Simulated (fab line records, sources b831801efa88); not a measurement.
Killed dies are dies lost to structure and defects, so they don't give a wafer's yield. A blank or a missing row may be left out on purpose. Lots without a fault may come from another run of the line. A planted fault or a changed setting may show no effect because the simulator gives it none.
Chamber matching | flow gf180mcu | GF_V5_ETCH_16 on rie_diel-04: 4 sister chambers
The step etches BARC in N2/H2. 14 wafers are shown with their chamber, then 7 later ones without.

WAFERS WITH THEIR CHAMBER
wafer  | chamber | oes_product_au (a.u.) | throttle_valve_pct (%)
L628.2 | 1       | 0.855                 | 13.227
L628.3 | 3       | 0.854                 | 13.222
L628.5 | 1       | 0.856                 | 13.218
L631.2 | 0       | 0.852                 | 13.237
L631.3 | 3       | 0.847                 | 13.227
L631.5 | 3       | 0.854                 | 13.233
L638.1 | 1       | 0.853                 | 13.228
L638.2 | 2       | 0.853                 | 13.213
L638.4 | 0       | 0.857                 | 13.220
L641.2 | 2       | 0.854                 | 13.228
L641.5 | 2       | 0.858                 | 13.232
L641.6 | 1       | 0.844                 | 13.226
L642.3 | 3       | 0.848                 | 13.222
L642.4 | 1       | 0.845                 | 13.223

SIGNATURES (means of the wafers above)
reading            | chamber 0 | chamber 1 | chamber 2 | chamber 3 | scatter within a chamber
oes_product_au     | 0.85450   | 0.85060   | 0.85500   | 0.85075   | 0.00445
throttle_valve_pct | 13.22850  | 13.22440  | 13.22433  | 13.22600  | 0.00702
Rule: a wafer's distance from a chamber is the root of the sum, over the readings, of the square of ((its reading less the chamber's mean) divided by the reading's scatter). The wafer belongs to the nearest chamber; if the next one is less than 2 further off, it can't be placed. The scatter: the root of (the sum of the squares of (reading less its chamber's mean) over the shown wafers, divided by (wafers less chambers)).

WAFERS WITHOUT THEIR CHAMBER
wafer  | oes_product_au (a.u.) | throttle_valve_pct (%)
L642.6 | 0.855                 | 13.229
L643.3 | 0.850                 | 13.217
L643.5 | 0.851                 | 13.238
L643.6 | 0.857                 | 13.216
L647.1 | 0.845                 | 13.237
L647.4 | 0.854                 | 13.217
L647.5 | 0.854                 | 13.224

WHICH CHAMBER EACH WENT THROUGH
wafer  | from the rows above               | in truth
L642.6 | can't be placed: 0 or 2 or 3 or 1 | 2
L643.3 | can't be placed: 1 or 3 or 2 or 0 | 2
L643.5 | can't be placed: 0 or 3 or 1 or 2 | 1
L643.6 | can't be placed: 2 or 0 or 1 or 3 | 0
L647.1 | can't be placed: 3 or 1 or 0 or 2 | 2
L647.4 | can't be placed: 2 or 1 or 3 or 0 | 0
L647.5 | can't be placed: 2 or 0 or 1 or 3 | 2
Placed correctly: 0 of 7. Can't be placed from these rows: 7 (the true chamber is among the candidates in 7). Placed wrongly: 0.
